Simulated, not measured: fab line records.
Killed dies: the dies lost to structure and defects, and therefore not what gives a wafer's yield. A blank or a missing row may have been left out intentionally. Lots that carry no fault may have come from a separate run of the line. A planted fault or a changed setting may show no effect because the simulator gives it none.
Tool commonality check + flow gf180mcu + 13 lots, 39 wafers sampled

THE REASON FOR OPENING IT
2 of 13 lots carry a flag on the reading DNWELL_TW at GF_DNWELL_TW_MEAS_09. Wafers without a fault read 1357, standard deviation 11.
Rule: a lot is flagged when every wafer of it that has a number lies more than 4 standard deviations from that mean, or none has a number. All remaining lots are regarded as sound.

| lot  | measured    | on           | DNWELL_TW, wafer by wafer | flag    |
|------|-------------|--------------|---------------------------|---------|
| L738 | day 2 21:16 | filmMetro-02 | 1351 1351 1350            |         |
| L739 | day 3 00:49 | filmMetro-04 | 1373 1371 1362            |         |
| L740 | day 3 05:04 | filmMetro-04 | 1374 1373 1363            |         |
| L741 | day 3 11:10 | filmMetro-04 | 1355 1368 1360            |         |
| L742 | day 3 15:13 | filmMetro-04 | 1371 1373 1358            |         |
| L744 | day 4 03:55 | filmMetro-04 | 1344 1340 1348            |         |
| L745 | day 4 09:29 | filmMetro-01 | 1342 1349 1343            |         |
| L746 | day 4 13:19 | filmMetro-02 | 1342 1344 1335            |         |
| L750 | day 5 13:59 | filmMetro-04 | 1367 1358 1358            |         |
| L751 | day 5 20:42 | filmMetro-01 | 921 924 928               | FLAGGED |
| L753 | day 6 04:55 | filmMetro-02 | 939 935 936               | FLAGGED |
| L757 | day 7 03:48 | filmMetro-02 | 1346 1347 1342            |         |
| L758 | day 7 09:57 | filmMetro-04 | 1373 1363 1367            |         |
On average the flagged lots' numbers are 930, which is -426 against the usual, or -39 standard deviations.

LOT BY LOT: THE TOOL USED
The record holds 2 process steps before the reading, out of a route of 602 steps. Each cell gives the tool, then ch followed by the chambers the sampled wafers passed through, then the start.
| lot  | flag    | GF_STI_CMP_25                | GF_DNWELL_IMPLANT_07           |
|------|---------|------------------------------|--------------------------------|
| L738 |         | cmp-01 ch 0,3, day 2 06:25   | implanter-04 ch 0, day 2 21:02 |
| L739 |         | cmp-02 ch 0,2,3, day 2 09:11 | implanter-01 ch 0, day 3 00:35 |
| L740 |         | cmp-02 ch 1,3, day 2 14:37   | implanter-03 ch 0, day 3 04:49 |
| L741 |         | cmp-01 ch 0,2,3, day 2 19:33 | implanter-01 ch 0, day 3 10:55 |
| L742 |         | cmp-01 ch 1,3, day 2 23:43   | implanter-03 ch 0, day 3 14:58 |
| L744 |         | cmp-02 ch 1,2,3, day 3 12:26 | implanter-03 ch 0, day 4 03:41 |
| L745 |         | cmp-01 ch 0,2, day 3 16:58   | implanter-03 ch 0, day 4 09:14 |
| L746 |         | cmp-02 ch 0,1,3, day 3 21:20 | implanter-04 ch 0, day 4 13:04 |
| L750 |         | cmp-01 ch 0,1,2, day 4 18:02 | implanter-04 ch 0, day 5 13:44 |
| L751 | FLAGGED | cmp-02 ch 0,1,3, day 5 02:32 | implanter-03 ch 0, day 5 20:28 |
| L753 | FLAGGED | cmp-02 ch 0,1, day 5 10:05   | implanter-03 ch 0, day 6 04:41 |
| L757 |         | cmp-01 ch 0,2,3, day 6 07:45 | implanter-04 ch 0, day 7 03:33 |
| L758 |         | cmp-01 ch 0,2,3, day 6 15:58 | implanter-04 ch 0, day 7 09:43 |
What the steps here do:
- GF_STI_CMP_25: polishes, stops on Si3N4, t overpolish 33 s, target thk 524.6 nm.
- GF_DNWELL_IMPLANT_07
- GF_DNWELL_TW_MEAS_09

FLAGGED OVER TOTAL, TOOL BY TOOL (the gauges that took the reading come last)
| step                 | tool         | lots run | flagged | share of the flagged lots | sound lots run after its first flagged lot |
|----------------------|--------------|----------|---------|---------------------------|--------------------------------------------|
| GF_STI_CMP_25        | cmp-01       | 7        | 0       | none                      | -                                          |
| GF_STI_CMP_25        | cmp-02       | 6        | 2       | all                       | 0                                          |
| GF_DNWELL_IMPLANT_07 | implanter-01 | 2        | 0       | none                      | -                                          |
| GF_DNWELL_IMPLANT_07 | implanter-03 | 6        | 2       | all                       | 0                                          |
| GF_DNWELL_IMPLANT_07 | implanter-04 | 5        | 0       | none                      | -                                          |
| GF_DNWELL_TW_MEAS_09 | filmMetro-01 | 2        | 1       | some                      | 0                                          |
| GF_DNWELL_TW_MEAS_09 | filmMetro-02 | 4        | 1       | some                      | 1 (L757)                                   |
| GF_DNWELL_TW_MEAS_09 | filmMetro-04 | 7        | 0       | none                      | -                                          |

THE TABLE: WHAT IT ALLOWS
Table rows that saw every flagged lot: 2, namely cmp-02 at GF_STI_CMP_25 and implanter-03 at GF_DNWELL_IMPLANT_07.
- cmp-02 at GF_STI_CMP_25 ran 6 lots, 2 of them flagged. Last sound lot L746 at day 3 21:20, first flagged lot L751 at day 5 02:32; a fault beginning in between fits.
- implanter-03 at GF_DNWELL_IMPLANT_07 ran 6 lots, 2 of them flagged. Last sound lot L745 at day 4 09:14, first flagged lot L751 at day 5 20:28; a fault beginning in between fits. Its own readings (doseIonsCm2, faradayCurrentUA) fall more than 4 standard deviations out on all wafers of the flagged lots.
Because each of these 2 tools fits a fault that began at some hour, counting lots does not separate them. More lots, or a look at what each step does to the wafer, might.

WHAT WAS PUT IN BY THE SIMULATOR
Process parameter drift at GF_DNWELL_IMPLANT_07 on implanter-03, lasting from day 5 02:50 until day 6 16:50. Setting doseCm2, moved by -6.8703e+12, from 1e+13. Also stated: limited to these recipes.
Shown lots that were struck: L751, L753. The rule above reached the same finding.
